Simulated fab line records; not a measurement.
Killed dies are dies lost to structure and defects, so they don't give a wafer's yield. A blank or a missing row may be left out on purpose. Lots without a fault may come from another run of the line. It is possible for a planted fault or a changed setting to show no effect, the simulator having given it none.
The tool behind it: which one? :: flow gf180mcu :: 14 lots, 41 wafers sampled, at 4 steps of a route of 602

WHAT THE GAUGES READ, wafer by wafer
GF_PASSIVATION_THK_MEAS_03. Usual: PASSIVATION_CVD_02_THK typically reads 697 nm, with standard deviation 7.6.
lot: L318
measured: day 28 03:31
on: film metro-01
PASSIVATION_CVD_02_THK (nm): 688 693 701
flag: 

lot: L319
measured: day 28 08:18
on: film metro-01
PASSIVATION_CVD_02_THK (nm): 697 690 687
flag: 

lot: L320
measured: day 28 18:43
on: film metro-03
PASSIVATION_CVD_02_THK (nm): 689 704 705
flag: 

lot: L321
measured: day 29 05:04
on: film metro-01
PASSIVATION_CVD_02_THK (nm): 693 698 706
flag: 

lot: L322
measured: day 29 10:08
on: film metro-01
PASSIVATION_CVD_02_THK (nm): 688 699 701
flag: 

lot: L323
measured: day 29 18:52
on: film metro-01
PASSIVATION_CVD_02_THK (nm): 710 706 699
flag: 

lot: L324
measured: day 30 03:06
on: film metro-03
PASSIVATION_CVD_02_THK (nm): 690 694 702
flag: 

lot: L327
measured: day 31 08:31
on: film metro-03
PASSIVATION_CVD_02_THK (nm): 695 697
flag: 

lot: L328
measured: day 31 08:45
on: film metro-01
PASSIVATION_CVD_02_THK (nm): 689 691 685
flag: 

lot: L337
measured: day 33 09:41
on: film metro-01
PASSIVATION_CVD_02_THK (nm): 699 699 698
flag: 

lot: L338
measured: day 33 18:18
on: film metro-03
PASSIVATION_CVD_02_THK (nm): 697 687 696
flag: 

lot: L339
measured: day 33 21:44
on: film metro-01
PASSIVATION_CVD_02_THK (nm): 695 696 707
flag: 

lot: L340
measured: day 34 00:50
on: film metro-03
PASSIVATION_CVD_02_THK (nm): 687 696 701
flag: 

lot: L341
measured: day 34 07:23
on: film metro-01
PASSIVATION_CVD_02_THK (nm): 695 702 698
flag: 

WHAT TOOL EACH LOT RAN ON (gives the tool, then ch and the chambers of the sampled wafers, and finally the start)
lot: L318
GF_V4_CVD_02: pecvd-01 ch 1,2, day 23 10:23
GF_V5_SOFTBAKE_10: litho track-02 ch 0, day 26 18:00
GF_TOP_METAL_SPUTTER_00: pvd sputter-02, day 27 05:56

lot: L319
GF_V4_CVD_02: pecvd-01 ch 0,1,2, day 23 16:27
GF_V5_SOFTBAKE_10: litho track-02 ch 0, day 27 00:00
GF_TOP_METAL_SPUTTER_00: pvd sputter-02, day 27 11:22

lot: L320
GF_V4_CVD_02: pecvd-04 ch 0,2, day 24 04:11
GF_V5_SOFTBAKE_10: litho track-03 ch 0, day 27 10:00
GF_TOP_METAL_SPUTTER_00: pvd sputter-02, day 27 22:08

lot: L321
GF_V4_CVD_02: pecvd-01 ch 1,2, day 24 15:26
GF_V5_SOFTBAKE_10: litho track-01 ch 0, day 27 21:00
GF_TOP_METAL_SPUTTER_00: pvd sputter-04, day 28 08:18

lot: L322
GF_V4_CVD_02: pecvd-02 ch 0,1,2, day 24 21:36
GF_V5_SOFTBAKE_10: litho track-01 ch 0, day 28 02:00
GF_TOP_METAL_SPUTTER_00: pvd sputter-03, day 28 13:46

lot: L323
GF_V4_CVD_02: pecvd-01 ch 0,1,2, day 25 07:56
GF_V5_SOFTBAKE_10: litho track-02 ch 0, day 28 11:00
GF_TOP_METAL_SPUTTER_00: pvd sputter-02, day 28 22:40

lot: L324
GF_V4_CVD_02: pecvd-01 ch 0,1,2, day 25 18:47
GF_V5_SOFTBAKE_10: litho track-01 ch 0, day 28 20:00
GF_TOP_METAL_SPUTTER_00: pvd sputter-02, day 29 07:44

lot: L327
GF_V4_CVD_02: pecvd-01 ch 0,1, day 26 16:29
GF_V5_SOFTBAKE_10: litho track-01 ch 0, day 30 01:00
GF_TOP_METAL_SPUTTER_00: pvd sputter-03, day 30 13:03

lot: L328
GF_V4_CVD_02: pecvd-01 ch 0,1,2, day 27 03:05
GF_V5_SOFTBAKE_10: litho track-01 ch 0, day 30 02:00
GF_TOP_METAL_SPUTTER_00: pvd sputter-02, day 30 13:49

lot: L337
GF_V4_CVD_02: pecvd-02 ch 0,1,2, day 29 12:56
GF_V5_SOFTBAKE_10: litho track-02 ch 0, day 32 07:00
GF_TOP_METAL_SPUTTER_00: pvd sputter-02, day 32 17:53

lot: L338
GF_V4_CVD_02: pecvd-04 ch 0,1, day 29 21:04
GF_V5_SOFTBAKE_10: litho track-03 ch 0, day 32 14:00
GF_TOP_METAL_SPUTTER_00: pvd sputter-03, day 33 02:26

lot: L339
GF_V4_CVD_02: pecvd-04 ch 0,2, day 30 00:31
GF_V5_SOFTBAKE_10: litho track-02 ch 0, day 32 18:00
GF_TOP_METAL_SPUTTER_00: pvd sputter-03, day 33 04:32

lot: L340
GF_V4_CVD_02: pecvd-02 ch 0,1,2, day 30 07:11
GF_V5_SOFTBAKE_10: litho track-02 ch 0, day 32 23:00
GF_TOP_METAL_SPUTTER_00: pvd sputter-04, day 33 07:52

lot: L341
GF_V4_CVD_02: pecvd-04 ch 0,2, day 30 13:57
GF_V5_SOFTBAKE_10: litho track-03 ch 0, day 33 05:00
GF_TOP_METAL_SPUTTER_00: pvd sputter-04, day 33 14:58
- GF_V4_CVD_02: deposits SiO2 from TEOS, target thk 850 nm, time 94.851 s.
- GF_V5_SOFTBAKE_10: time 60 s.
- GF_TOP_METAL_SPUTTER_00: material Ti, target thk 37.5 nm, time 150 s.

WHAT THE TOOLS THEMSELVES READ (means of the sampled wafers that have a number; where no wafer has one, the mark that the record gives instead)
GF_V4_CVD_02. Usual: heater power w at 702 W, with a standard deviation of 150.
lot: L318
tool: pecvd-01
heater power w (W): 846
flag: 

lot: L319
tool: pecvd-01
heater power w (W): 762
flag: 

lot: L320
tool: pecvd-04
heater power w (W): 607
flag: 

lot: L321
tool: pecvd-01
heater power w (W): 686
flag: 

lot: L322
tool: pecvd-02
heater power w (W): 634
flag: 

lot: L323
tool: pecvd-01
heater power w (W): 721
flag: 

lot: L324
tool: pecvd-01
heater power w (W): 772
flag: 

lot: L327
tool: pecvd-01
heater power w (W): 758
flag: 

lot: L328
tool: pecvd-01
heater power w (W): 746
flag: 

lot: L337
tool: pecvd-02
heater power w (W): 549
flag: 

lot: L338
tool: pecvd-04
heater power w (W): 605
flag: 

lot: L339
tool: pecvd-04
heater power w (W): 712
flag: 

lot: L340
tool: pecvd-02
heater power w (W): 612
flag: 

lot: L341
tool: pecvd-04
heater power w (W): 611
flag: 

GF_V5_SOFTBAKE_10. Usual: heater power total W 93.05 W, standard deviation 0.053; run length s 89.23 s, standard deviation 0.17.
lot: L318
tool: litho track-02
heater power total W (W): 93.09
run length s (s): 89.34
flag: 

lot: L319
tool: litho track-02
heater power total W (W): 93.05
run length s (s): 89.53
flag: 

lot: L320
tool: litho track-03
heater power total W (W): 93.05
run length s (s): 89.16
flag: 

lot: L321
tool: litho track-01
heater power total W (W): 93.06
run length s (s): 89.24
flag: 

lot: L322
tool: litho track-01
heater power total W (W): 93.01
run length s (s): 89.08
flag: 

lot: L323
tool: litho track-02
heater power total W (W): 93.01
run length s (s): 89.43
flag: 

lot: L324
tool: litho track-01
heater power total W (W): 93.06
run length s (s): 89.09
flag: 

lot: L327
tool: litho track-01
heater power total W (W): 93.86
run length s (s): 87.59
flag: OFF

lot: L328
tool: litho track-01
heater power total W (W): 93.60
run length s (s): 88.03
flag: OFF

lot: L337
tool: litho track-02
heater power total W (W): 93.05
run length s (s): 89.39
flag: 

lot: L338
tool: litho track-03
heater power total W (W): 93.02
run length s (s): 89.08
flag: 

lot: L339
tool: litho track-02
heater power total W (W): 93.07
run length s (s): 89.36
flag: 

lot: L340
tool: litho track-02
heater power total W (W): 93.04
run length s (s): 89.35
flag: 

lot: L341
tool: litho track-03
heater power total W (W): 93.04
run length s (s): 89.03
flag: 

GF_TOP_METAL_SPUTTER_00. Usual: throttle valve pct at 30.0 %, with a standard deviation of 0.91.
lot: L318
tool: pvd sputter-02
throttle valve pct (%): 30.1
flag: 

lot: L319
tool: pvd sputter-02
throttle valve pct (%): 29.9
flag: 

lot: L320
tool: pvd sputter-02
throttle valve pct (%): 29.7
flag: 

lot: L321
tool: pvd sputter-04
throttle valve pct (%): 29.6
flag: 

lot: L322
tool: pvd sputter-03
throttle valve pct (%): 30.7
flag: 

lot: L323
tool: pvd sputter-02
throttle valve pct (%): 29.6
flag: 

lot: L324
tool: pvd sputter-02
throttle valve pct (%): 30.4
flag: 

lot: L327
tool: pvd sputter-03
throttle valve pct (%): 30.8
flag: 

lot: L328
tool: pvd sputter-02
throttle valve pct (%): 29.9
flag: 

lot: L337
tool: pvd sputter-02
throttle valve pct (%): 30.5
flag: 

lot: L338
tool: pvd sputter-03
throttle valve pct (%): 29.8
flag: 

lot: L339
tool: pvd sputter-03
throttle valve pct (%): 30.1
flag: 

lot: L340
tool: pvd sputter-04
throttle valve pct (%): 28.8
flag: 

lot: L341
tool: pvd sputter-04
throttle valve pct (%): 28.7
flag: 

THE ANSWER, worked out from the rows above alone
Rule: lot off if the mean of its wafers having a number is beyond 3 standard deviations from the usual mean. Also off: a lot with no number at a reading for which 4 or more lots have one. Any other lot the step has rows for is counted as sound. After the gauges, taken in route order, come the tools' own readings; for these a lot's mean is taken, as printed above. At the first step where some lot is off, the reading lying furthest off is the one used; lots without a number count as furthest.
Off: L327, L328 (GF_V5_SOFTBAKE_10, heater power total W).
A tool fits if, at that step or a process step before it, it ran every lot that is off, and no sound lot after the first of them. Undecided on this evidence; 2 tools fit (pecvd-01 at GF_V4_CVD_02, litho track-01 at GF_V5_SOFTBAKE_10).

WHAT WAS PUT IN BY THE SIMULATOR
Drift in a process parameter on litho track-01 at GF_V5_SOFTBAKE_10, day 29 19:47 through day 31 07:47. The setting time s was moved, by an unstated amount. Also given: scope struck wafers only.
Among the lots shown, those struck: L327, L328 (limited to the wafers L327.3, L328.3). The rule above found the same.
